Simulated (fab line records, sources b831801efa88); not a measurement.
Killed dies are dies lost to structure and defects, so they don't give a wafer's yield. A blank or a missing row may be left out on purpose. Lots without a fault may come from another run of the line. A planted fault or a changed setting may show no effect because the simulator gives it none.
Which tool did it? | flow sky130 | 24 lots, 72 wafers sampled, at 6 steps of a route of 708

WHAT THE GAUGES READ, wafer by wafer
SKY_POLY_GATE_THK_MEAS_21.
lot  | measured     | on            | POLY_GATE_OXIDATION_THK (nm)
L074 | day 16 05:24 | film_metro-04 | 4.03 3.97 3.98
L075 | day 16 10:46 | film_metro-04 | 4.08 4.08 4.05
L076 | day 16 16:22 | film_metro-04 | 3.93 3.98 3.91
L077 | day 17 03:53 | film_metro-03 | 4.13 4.15 4.15
L078 | day 17 10:56 | film_metro-03 | 4.03 4.01 3.99
L079 | day 18 06:11 | film_metro-04 | 4.01 4.02 3.96
L080 | day 18 06:31 | film_metro-04 | 3.86 3.94 3.89
L081 | day 18 15:37 | film_metro-04 | 4.00 3.93 3.86
L082 | day 18 22:50 | film_metro-04 | 3.97 4.12 3.99
L083 | day 19 14:25 | film_metro-03 | 4.06 3.93 3.99
L084 | day 20 06:18 | film_metro-04 | 4.09 3.91 4.05
L085 | day 20 06:18 | film_metro-02 | 3.97 3.95 4.01
L086 | day 20 14:28 | film_metro-04 | 3.98 3.94 3.95
L087 | day 20 21:01 | film_metro-04 | 3.97 4.05 3.95
L088 | day 21 07:31 | film_metro-02 | 4.05 4.03 4.00
L089 | day 21 16:19 | film_metro-04 | 3.90 3.85 3.90
L090 | day 21 21:07 | film_metro-03 | 4.00 4.06 3.96
L091 | day 22 13:39 | film_metro-02 | 4.00 3.95 3.99
L092 | day 23 05:05 | film_metro-03 | 3.90 3.94 3.98
L097 | day 25 02:37 | film_metro-03 | 4.10 4.05 4.22
L094 | day 25 03:31 | film_metro-04 | 3.91 3.96 3.99
L095 | day 25 05:03 | film_metro-04 | 4.11 4.21 4.11
L096 | day 25 10:38 | film_metro-02 | 4.05 4.00 4.03
L093 | day 25 06:46 | film_metro-04 | 4.05 4.03 3.96

SKY_CONTACT_THK_MEAS_26: measures by xrf.
lot  | measured     | on            | CONTACT_W_THK (nm)
L074 | day 31 08:58 | film_metro-01 | 343 343 342
L075 | day 31 15:37 | film_metro-01 | 342 341 342
L076 | day 31 19:02 | film_metro-01 | 340 344 344
L077 | day 32 07:47 | film_metro-04 | 339 329 327
L078 | day 32 14:02 | film_metro-04 | 329 328 331
L079 | day 33 04:17 | film_metro-04 | 337 330 339
L080 | day 33 07:55 | film_metro-03 | 346 344 332
L081 | day 33 15:51 | film_metro-03 | 334 343 334
L082 | day 33 22:57 | film_metro-01 | 344 348 344
L083 | day 34 13:17 | film_metro-04 | 330 333 334
L084 | day 34 21:55 | film_metro-04 | 341 332 328
L085 | day 34 23:17 | film_metro-03 | 324 322 331
L086 | day 35 07:33 | film_metro-01 | 349 357 345
L087 | day 35 10:55 | film_metro-01 | 335 340 347
L088 | day 35 21:14 | film_metro-01 | 337 337 339
L089 | day 36 06:54 | film_metro-04 | 327 333 323
L090 | day 36 13:26 | film_metro-04 | 338 335 328
L091 | day 36 22:45 | film_metro-03 | 328 332 336
L092 | day 37 12:28 | film_metro-03 | 337 328 335
L097 | day 39 05:04 | film_metro-04 | 332 337 332
L094 | day 39 04:42 | film_metro-03 | 333 326 331
L095 | day 39 06:23 | film_metro-04 | 330 324 326
L096 | day 39 12:03 | film_metro-04 | 330 322 332
L093 | day 39 08:28 | film_metro-03 | 324 329 321

SKY_PAD_OPEN_BOW_MEAS_13.
lot  | measured     | on            | PAD_OPEN_BOW (um)
L074 | day 45 11:54 | film_metro-01 | 44 51 52
L075 | day 45 18:14 | film_metro-01 | 48 53 42
L076 | day 45 21:36 | film_metro-01 | 44 43 42
L077 | day 46 07:29 | film_metro-02 | 39 52 44
L078 | day 46 10:45 | film_metro-02 | 32 41 26
L079 | day 46 22:24 | film_metro-01 | 46 45 43
L080 | day 46 23:34 | film_metro-01 | 48 67 44
L081 | day 47 06:47 | film_metro-02 | 50 51 48
L082 | day 47 11:31 | film_metro-01 | 51 51 62
L083 | day 47 22:44 | film_metro-02 | 46 33 43
L084 | day 48 06:13 | film_metro-01 | 64 70 60
L085 | day 48 07:28 | film_metro-02 | 50 41 58
L086 | day 48 13:01 | film_metro-01 | 56 50 48
L087 | day 48 14:05 | film_metro-02 | 42 38 58
L088 | day 48 23:17 | film_metro-02 | 48 47 34
L089 | day 49 05:48 | film_metro-01 | 44 53 43
L090 | day 49 09:35 | film_metro-01 | 57 53 57
L091 | day 49 13:07 | film_metro-04 | 54 44 32
L092 | day 50 00:08 | film_metro-02 | 52 67 49
L097 | day 51 01:41 | film_metro-02 | 49 58 53
L094 | day 51 00:53 | film_metro-04 | 43 51 50
L095 | day 51 03:34 | film_metro-01 | 43 48 26
L096 | day 51 08:39 | film_metro-04 | 31 41 43
L093 | day 51 04:28 | film_metro-04 | 28 35 29

WHICH TOOL RAN EACH LOT (tool, then ch and the chambers of the sampled wafers, then the start)
lot  | SKY_NWELL_STRIP_25                   | SKY_CONTACT_ETCH_18                           | SKY_METAL2_SPUTTER_00
L074 | plasma_asher-02 ch 0,1, day 5 12:42  | rie_diel-04 ch 1,2, day 31 08:58 or earlier   | pvd_sputter-04, day 33 17:58
L075 | plasma_asher-02 ch 0,1, day 5 14:33  | rie_diel-03 ch 0,3, day 31 15:37 or earlier   | pvd_sputter-04, day 34 01:24
L076 | plasma_asher-01 ch 0,1, day 5 20:34  | rie_diel-04 ch 0,2,3, day 31 19:02 or earlier | pvd_sputter-03, day 34 04:30
L077 | plasma_asher-01 ch 0,1, day 5 22:25  | rie_diel-03 ch 0,1,3, day 32 07:47 or earlier | pvd_sputter-04, day 34 17:08
L078 | plasma_asher-02 ch 0,1, day 6 03:40  | rie_diel-02 ch 0,2,3, day 32 14:02 or earlier | pvd_sputter-03, day 34 23:17
L079 | plasma_asher-01 ch 0,1, day 6 13:28  | rie_diel-03 ch 1,2,3, day 33 04:17 or earlier | pvd_sputter-02, day 35 13:12
L080 | plasma_asher-02 ch 0,1, day 6 14:19  | rie_diel-03 ch 0,1,2, day 33 07:55 or earlier | pvd_sputter-04, day 35 16:39
L081 | plasma_asher-04 ch 0,1, day 6 17:47  | rie_diel-04 ch 0,2,3, day 33 15:51 or earlier | pvd_sputter-04, day 36 00:20
L082 | plasma_asher-01 ch 0,1, day 6 23:38  | rie_diel-03 ch 0,3, day 33 22:57 or earlier   | pvd_sputter-03, day 36 06:02
L083 | plasma_asher-01 ch 0,1, day 7 09:10  | rie_diel-02 ch 0,2,3, day 34 13:17 or earlier | pvd_sputter-03, day 36 21:11
L084 | plasma_asher-04 ch 0,1, day 7 15:13  | rie_diel-04 ch 0,1,3, day 34 21:55 or earlier | pvd_sputter-04, day 37 06:31
L085 | plasma_asher-02 ch 0,1, day 7 21:37  | rie_diel-02 ch 0,2,3, day 34 23:17 or earlier | pvd_sputter-03, day 37 07:53
L086 | plasma_asher-04 ch 0,1, day 8 03:52  | rie_diel-02 ch 0,1, day 35 07:33 or earlier   | pvd_sputter-03, day 37 15:14
L087 | plasma_asher-01 ch 0,1, day 8 09:13  | rie_diel-02 ch 0,1,2, day 35 10:55 or earlier | pvd_sputter-03, day 37 19:28
L088 | plasma_asher-02 ch 0,1, day 8 14:28  | rie_diel-04 ch 0,2,3, day 35 21:14 or earlier | pvd_sputter-04, day 38 04:58
L089 | plasma_asher-04 ch 0,1, day 8 18:46  | rie_diel-04 ch 0,1,3, day 36 06:54 or earlier | pvd_sputter-02, day 38 13:51
L090 | plasma_asher-01 ch 0,1, day 9 00:13  | rie_diel-03 ch 0,2,3, day 36 13:26 or earlier | pvd_sputter-04, day 38 20:43
L091 | plasma_asher-01 ch 0,1, day 9 10:34  | rie_diel-04 ch 1,2,3, day 36 22:45 or earlier | pvd_sputter-02, day 39 05:04
L092 | plasma_asher-01 ch 0,1, day 9 19:41  | rie_diel-02 ch 1,2,3, day 37 12:28 or earlier | pvd_sputter-03, day 39 17:28
L097 | plasma_asher-02 ch 0,1, day 11 13:10 | rie_diel-04 ch 1,2,3, day 39 05:04 or earlier | pvd_sputter-02, day 41 10:43
L094 | plasma_asher-04 ch 0,1, day 11 13:32 | rie_diel-02 ch 1,2,3, day 39 04:42 or earlier | pvd_sputter-04, day 41 10:22
L095 | plasma_asher-04 ch 0,1, day 11 14:10 | rie_diel-02 ch 0,1, day 39 06:23 or earlier   | pvd_sputter-02, day 41 12:14
L096 | plasma_asher-01 ch 0,1, day 11 14:31 | rie_diel-02 ch 0,1,2, day 39 12:03 or earlier | pvd_sputter-04, day 41 17:01
L093 | plasma_asher-02 ch 0,1, day 11 15:31 | rie_diel-04 ch 1,2, day 39 08:28 or earlier   | pvd_sputter-02, day 41 13:40
- SKY_NWELL_STRIP_25: strips in O2/N2.
- SKY_CONTACT_ETCH_18: etches Si3N4 in CHF3/O2, stops on TiN, time 39 s, target depth 75 nm.
- SKY_METAL2_SPUTTER_00: material Ti, target thk 15 nm, time 10 s.

WHAT THE TOOLS THEMSELVES READ (means of the sampled wafers that have a number; where no wafer has one, the mark that the record gives instead)
SKY_NWELL_STRIP_25.
lot  | tool            | chamber_pressure_mTorr (mTorr) | drypump_motor_current_A (A) | oes_product_au (a.u.) | strip_time_to_endpoint_s (s)
L074 | plasma_asher-02 | 1499.4                         | 6.1                         | 0.725                 | 36.89
L075 | plasma_asher-02 | 1499.7                         | 6.1                         | 0.721                 | 36.74
L076 | plasma_asher-01 | 1499.4                         | 6.0                         | 0.728                 | 36.98
L077 | plasma_asher-01 | 1499.6                         | 6.0                         | 0.722                 | 36.98
L078 | plasma_asher-02 | 1500.5                         | 6.1                         | 0.719                 | 36.81
L079 | plasma_asher-01 | 1499.1                         | 6.3                         | 0.726                 | 36.96
L080 | plasma_asher-02 | 1498.8                         | 6.1                         | 0.724                 | 36.96
L081 | plasma_asher-04 | 1500.0                         | 5.7                         | 0.721                 | 36.94
L082 | plasma_asher-01 | 1499.6                         | 6.3                         | 0.723                 | 36.91
L083 | plasma_asher-01 | 1500.4                         | 6.0                         | 0.722                 | 37.12
L084 | plasma_asher-04 | 1499.5                         | 6.1                         | 0.722                 | 36.99
L085 | plasma_asher-02 | 1500.2                         | 5.7                         | 0.724                 | 36.99
L086 | plasma_asher-04 | 1500.3                         | 6.1                         | 0.721                 | 37.11
L087 | plasma_asher-01 | 1499.9                         | 6.0                         | 0.722                 | 36.95
L088 | plasma_asher-02 | 1499.5                         | 6.1                         | 0.721                 | 36.80
L089 | plasma_asher-04 | 1500.5                         | 5.7                         | 0.723                 | 36.99
L090 | plasma_asher-01 | 1499.7                         | 6.3                         | 0.723                 | 36.96
L091 | plasma_asher-01 | 1499.1                         | 6.3                         | 0.722                 | 36.93
L092 | plasma_asher-01 | 1500.2                         | 6.3                         | 0.725                 | 36.99
L097 | plasma_asher-02 | 1500.2                         | 5.6                         | 0.724                 | 36.98
L094 | plasma_asher-04 | 1499.8                         | 5.7                         | 0.723                 | 36.88
L095 | plasma_asher-04 | 1501.5                         | 5.7                         | 0.725                 | 36.93
L096 | plasma_asher-01 | 1498.9                         | 6.2                         | 0.720                 | 36.88
L093 | plasma_asher-02 | 1499.1                         | 5.7                         | 0.724                 | 36.76

SKY_CONTACT_ETCH_18.
lot  | tool        | chamber_pressure_mTorr (mTorr) | chf3_flow_sccm (sccm) | drypump_motor_current_A (A) | oes_product_au (a.u.) | throttle_valve_pct (%)
L074 | rie_diel-04 | 40.01                          | 50.03                 | 5.9                         | 0.859                 | 8.794
L075 | rie_diel-03 | 40.00                          | 50.00                 | 5.7                         | 0.851                 | 8.799
L076 | rie_diel-04 | 39.99                          | 50.04                 | 5.7                         | 0.861                 | 8.789
L077 | rie_diel-03 | 40.01                          | 49.97                 | 5.9                         | 0.846                 | 8.788
L078 | rie_diel-02 | 39.98                          | 50.08                 | 5.4                         | 0.851                 | 8.789
L079 | rie_diel-03 | 39.99                          | 49.94                 | 5.9                         | 0.848                 | 8.794
L080 | rie_diel-03 | 40.00                          | 49.99                 | 5.9                         | 0.848                 | 8.778
L081 | rie_diel-04 | 40.00                          | 50.00                 | 5.8                         | 0.856                 | 8.782
L082 | rie_diel-03 | 39.97                          | 49.99                 | 5.7                         | 0.839                 | 8.795
L083 | rie_diel-02 | 39.98                          | 50.01                 | 5.4                         | 0.853                 | 8.787
L084 | rie_diel-04 | 40.00                          | 50.01                 | 5.6                         | 0.847                 | 8.788
L085 | rie_diel-02 | 40.03                          | 50.12                 | 5.4                         | 0.860                 | 8.788
L086 | rie_diel-02 | 40.01                          | 49.98                 | 6.0                         | 0.860                 | 8.793
L087 | rie_diel-02 | 40.00                          | 49.84                 | 5.8                         | 0.849                 | 8.796
L088 | rie_diel-04 | 39.98                          | 50.01                 | 5.7                         | 0.856                 | 8.798
L089 | rie_diel-04 | 39.97                          | 49.90                 | 5.6                         | 0.848                 | 8.783
L090 | rie_diel-03 | 40.04                          | 49.97                 | 5.7                         | 0.858                 | 8.793
L091 | rie_diel-04 | 40.02                          | 49.95                 | 5.7                         | 0.859                 | 8.796
L092 | rie_diel-02 | 39.98                          | 50.10                 | 5.7                         | 0.859                 | 8.797
L097 | rie_diel-04 | 40.03                          | 49.91                 | 5.7                         | 0.849                 | 8.801
L094 | rie_diel-02 | 39.97                          | 50.12                 | 5.7                         | 0.854                 | 8.793
L095 | rie_diel-02 | 39.99                          | 50.05                 | 5.8                         | 0.854                 | 8.789
L096 | rie_diel-02 | 39.98                          | 49.81                 | 5.8                         | 0.844                 | 8.785
L093 | rie_diel-04 | 40.01                          | 49.91                 | 5.8                         | 0.844                 | 8.791

SKY_METAL2_SPUTTER_00.
lot  | tool           | throttle_valve_pct (%)
L074 | pvd_sputter-04 | 30.8
L075 | pvd_sputter-04 | 30.9
L076 | pvd_sputter-03 | 29.8
L077 | pvd_sputter-04 | 30.3
L078 | pvd_sputter-03 | 29.8
L079 | pvd_sputter-02 | 29.5
L080 | pvd_sputter-04 | 30.3
L081 | pvd_sputter-04 | 30.5
L082 | pvd_sputter-03 | 30.3
L083 | pvd_sputter-03 | 30.4
L084 | pvd_sputter-04 | 30.7
L085 | pvd_sputter-03 | 30.2
L086 | pvd_sputter-03 | 29.7
L087 | pvd_sputter-03 | 29.9
L088 | pvd_sputter-04 | 30.2
L089 | pvd_sputter-02 | 30.5
L090 | pvd_sputter-04 | 30.8
L091 | pvd_sputter-02 | 30.3
L092 | pvd_sputter-03 | 29.8
L097 | pvd_sputter-02 | 29.7
L094 | pvd_sputter-04 | 30.8
L095 | pvd_sputter-02 | 30.7
L096 | pvd_sputter-04 | 30.8
L093 | pvd_sputter-02 | 29.7

THE ANSWER, worked out from the rows above alone
Rule: what is usual is taken from the lots themselves. Put in order of their means at a reading, lots are off if they are a third of the lots or fewer, leave a main group of 4 or more, and stand apart from it by a gap of 3 or more times the standard deviation of the main group's means; of several such gaps the widest counts. A main group whose means are all the same, to the digits that the tables above print for the reading, isn't used. A lot without any number at a reading at which 4 lots or more have one is off too. The other lots that the step has rows for count as sound. The gauges are gone through in route order, then the tools' own readings, and for those a lot's mean is taken as printed above. The first step at which some lot is off is used, and at that step the reading that is off furthest; a lot without a number counts as furthest.
No lot is off at any reading shown: from this, nothing can be told.

WHAT THE SIMULATOR HAD PUT IN
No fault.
